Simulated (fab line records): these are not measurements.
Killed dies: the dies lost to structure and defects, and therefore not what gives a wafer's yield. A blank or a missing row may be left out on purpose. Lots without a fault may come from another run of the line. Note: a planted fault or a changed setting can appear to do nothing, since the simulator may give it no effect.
A lot that was struck, set against a sound lot | flow sky130 | 16 steps out of a route of 708
Sound: wafers L163.1, L163.2, L163.4. Wafers L174.2, L174.3, L174.4 were the ones struck. The cause is named last.
Per side, at each step with rows, come the tool, then ch with its chambers, and then its first start. Under that, the readings that differ: sound wafers | struck wafers | difference of the means | sigmas: that difference in standard deviations of wafers without a fault.
alike: readings whose means differ by less than 2 such deviations, and words and numbers that are the same on both sides. not compared: withheld readings, readings that some wafer has no value for, bounds like >300 that may hide the same value, and numbers for which the record gives no deviation and whose values overlap.
A row with sigmas, a row that says differs or no value, or rows on one side alone: a step with any of these is where the two part. When numbers do not overlap yet have no deviation, they are printed without sigmas and do not part them. A reading missing from all wafers of one side parts the sides only when that side holds two or more wafers.

SKY_VIA1_CMP_02: polishes SiO2.
  sound on cmp-02 ch 0,1,2, day 35 10:01; struck on cmp-02 ch 0,1,3, day 39 07:52
  alike: head_pressure_psi, motor_current_A
SKY_VIA1_BOW_MEAS_03:
  sound on film_metro-03 at day 35 10:19; struck on film_metro-04 at day 39 08:11
  alike: VIA1_BOW
then, 8 steps without rows for these wafers: SKY_VIA1_DEHYDRATE_04 (time 60 s); SKY_VIA1_HMDS_05 (prime time 60 s); SKY_VIA1_COAT_06 (resist thk 60 nm); SKY_VIA1_COAT_07 (resist thk 450 nm); SKY_VIA1_SOFTBAKE_08 (time 90 s); SKY_VIA1_EXPOSE_09 (exposes mask VIM, target cd 150 nm); SKY_VIA1_PEB_10; SKY_VIA1_DEVELOP_11 (develop time 60 s).
SKY_VIA1_CD_MEAS_12: target cd 150 nm.
  sound on cd_sem-02 at day 36 12:20; struck on cd_sem-02 at day 40 08:54
  alike: cd_nm
SKY_VIA1_OVL_MEAS_13:
  sound on overlay-01 at day 36 12:27; struck on overlay-01 at day 40 09:01
  alike: VIA1_OVL
SKY_VIA1_ETCH_14: etches BARC in N2/H2, stops on SiO2, time 45.9 s, target depth 60 nm.
  sound on rie_diel-01 ch 1,2,3, day 36 12:29; struck on rie_diel-03 ch 0,1,3, day 40 09:02
  reading                                     | sound             | struck            | difference                    | sigmas
  oes_product_au (a.u.)                       | 0.856 0.855 0.860 | 0.925 0.919 0.914 | +0.062                        | +12
  rf_fwd_power_W (W)                          | 496.7 496.4 490.0 | - - -             | no value on the struck wafers |
  run_length_s (s)                            | 74.1 73.9 73.9    | 71.4 71.1 71.4    | -2.7                          | -7
  model.KrF-thick_of_VIA1_COAT_07.thk_nm (nm) | 393.7 393.3 392.9 | 397.8 399.9 398.3 | +5.4                          |
  alike: drypump_motor_current_A, throttle_valve_pct
  not compared: rf_hours_counter_h
SKY_VIA1_ETCH_15: etches SiO2 in C4F8/O2/Ar, stops on TiN, target depth 351 nm, time 55.82 s.
  sound on rie_diel-01 ch 1,2,3, day 36 12:32; struck on rie_diel-03 ch 0,1,3, day 40 09:05
  reading                                     | sound           | struck            | difference | sigmas
  model.KrF-thick_of_VIA1_COAT_07.thk_nm (nm) | 323 320.7 321.8 | 325.3 330.2 325.8 | +5.3       |
  alike: oes_product_au, run_length_s
  not compared: rf_hours_counter_h
SKY_VIA1_STRIP_16: strips in O2/N2.
  sound on plasma_asher-03 ch 0,1, day 36 12:35; struck on plasma_asher-02 ch 0,1, day 40 09:08
  reading                      | sound             | struck            | difference | sigmas
  drypump_motor_current_A (A)  | 5.7 5.2 5.2       | 6.3 6.3 6.5       | +1.0       | +2
  strip_time_to_endpoint_s (s) | 4.479 4.435 4.431 | 4.486 4.536 4.498 | +0.058     | +3
  alike: oes_product_au
  not compared: rf_hours_counter_h
-- the record jumps here: 10 days lie between the struck wafers' starts before and after (it left off in module VIA1 and takes up again in module PAD_OPEN, whose first step shown is number 708 of the route) --
SKY_PAD_OPEN_PROBE_99:
  sound on prober-02 at day 47 19:57; struck on prober-02 at day 50 13:23
  alike: defect_limited_yield, killed_at_M0_to_M3, killed_at_M4_up, killed_at_contacts, killed_at_front_end, killed_at_other, killed_dies, killed_open, killed_short, sort_bin_3_pad_short, sort_bin_5_function, sort_bin_6_memory, sort_n_pass, sort_yield_pct

## WHERE THEY PART
At SKY_VIA1_ETCH_14 first; at SKY_VIA1_STRIP_16 last (within this record only). Later steps at which nothing parts them and some readings are alike: SKY_PAD_OPEN_PROBE_99.

WHY: whatever the simulator had introduced
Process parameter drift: rie_diel-03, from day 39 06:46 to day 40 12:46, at SKY_VIA1_ETCH_14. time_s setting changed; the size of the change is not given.
